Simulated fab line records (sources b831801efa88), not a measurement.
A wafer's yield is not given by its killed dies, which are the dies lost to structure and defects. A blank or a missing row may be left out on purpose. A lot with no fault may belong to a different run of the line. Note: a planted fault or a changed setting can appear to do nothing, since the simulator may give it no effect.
Which tool was responsible?    flow sky130    36 wafers from 12 lots sampled at 2 of the route's 708 steps

## WHAT THE GAUGES SHOWED, per wafer
SKY_CAPM_THK_MEAS_04: measures by xrf.
lot   measured      on             CAPM_TIN_THK (nm)
L557  day 36 17:49  film_metro-01  199.0 199.1 197.9
L558  day 36 18:10  film_metro-01  199.3 200.9 199.1
L559  day 37 02:56  film_metro-01  202.1 200.8 202.2
L560  day 37 04:13  film_metro-01  201.3 200.3 202.0
L561  day 37 22:27  film_metro-02  200.2 198.6 196.2
L562  day 37 23:32  film_metro-02  204.4 203.5 202.0
L563  day 38 13:01  film_metro-01  199.6 198.9 200.4
L565  day 38 22:25  film_metro-02  199.3 199.7 201.0
L573  day 41 07:23  film_metro-02  201.2 200.4 200.5
L574  day 41 17:10  film_metro-01  200.8 201.8 200.2
L578  day 42 16:28  film_metro-03  197.2 196.8 195.8
L580  day 43 02:44  film_metro-01  204.7 203.8 203.4

## WHICH TOOL RAN EACH LOT (tool, then ch and the chambers of the sampled wafers, then the start)
lot   SKY_METAL1_STRIP_20
L557  plasma_asher-01 ch 0,1, day 33 04:11
L558  plasma_asher-02 ch 0,1, day 33 05:13
L559  plasma_asher-04 ch 0,1, day 33 14:27
L560  plasma_asher-02 ch 0,1, day 33 16:04
L561  plasma_asher-01 ch 0,1, day 34 09:27
L562  plasma_asher-02 ch 0,1, day 34 10:21
L563  plasma_asher-01 ch 0,1, day 35 01:28
L565  plasma_asher-01 ch 0,1, day 35 12:01
L573  plasma_asher-02 ch 0,1, day 37 22:36
L574  plasma_asher-02 ch 0,1, day 38 09:43
L578  plasma_asher-01 ch 0,1, day 39 09:52
L580  plasma_asher-04 ch 0,1, day 39 20:33
- SKY_METAL1_STRIP_20: strips in O2/N2.

## WHAT THE TOOLS THEMSELVES READ (means of the sampled wafers that have a number; where no wafer has one, the mark that the record gives instead)
SKY_METAL1_STRIP_20.
lot   tool             drypump_motor_current_A (A)  o2_flow_sccm (sccm)  oes_product_au (a.u.)  strip_time_to_endpoint_s (s)
L557  plasma_asher-01  5.06                         2997                 0.338                  2.67
L558  plasma_asher-02  5.18                         3009                 0.350                  2.72
L559  plasma_asher-04  5.22                         3001                 0.346                  2.71
L560  plasma_asher-02  5.42                         3002                 0.343                  2.74
L561  plasma_asher-01  5.04                         2999                 0.338                  2.70
L562  plasma_asher-02  5.43                         2989                 0.346                  2.72
L563  plasma_asher-01  5.06                         3005                 0.338                  2.67
L565  plasma_asher-01  5.05                         2996                 0.342                  2.67
L573  plasma_asher-02  5.19                         2993                 0.343                  2.70
L574  plasma_asher-02  5.19                         2993                 0.342                  2.70
L578  plasma_asher-01  5.04                         2992                 0.342                  2.71
L580  plasma_asher-04  5.27                         2996                 0.347                  2.69

## THE ANSWER, worked out from the rows above alone
Rule: the usual values come from the lots themselves. Put in order of their means at a reading, lots are off if they are a third of the lots or fewer, leave a main group of 4 or more, and stand apart from it by a gap of 3 or more times the standard deviation of the main group's means; of several such gaps the widest counts. The tables above print the reading to a certain number of digits; a main group whose means all agree to those digits is not used. A lot without any number at a reading at which 4 lots or more have one is off too. Any other lot the step has rows for is counted as sound. The gauges are gone through in route order, then the tools' own readings, and for those a lot's mean is taken as printed above. At the first step where some lot is off, the reading lying furthest off is the one used; lots without a number count as furthest.
No lot is off on any of the readings shown, so nothing can be concluded from this.

## WHAT THE SIMULATOR PUT IN
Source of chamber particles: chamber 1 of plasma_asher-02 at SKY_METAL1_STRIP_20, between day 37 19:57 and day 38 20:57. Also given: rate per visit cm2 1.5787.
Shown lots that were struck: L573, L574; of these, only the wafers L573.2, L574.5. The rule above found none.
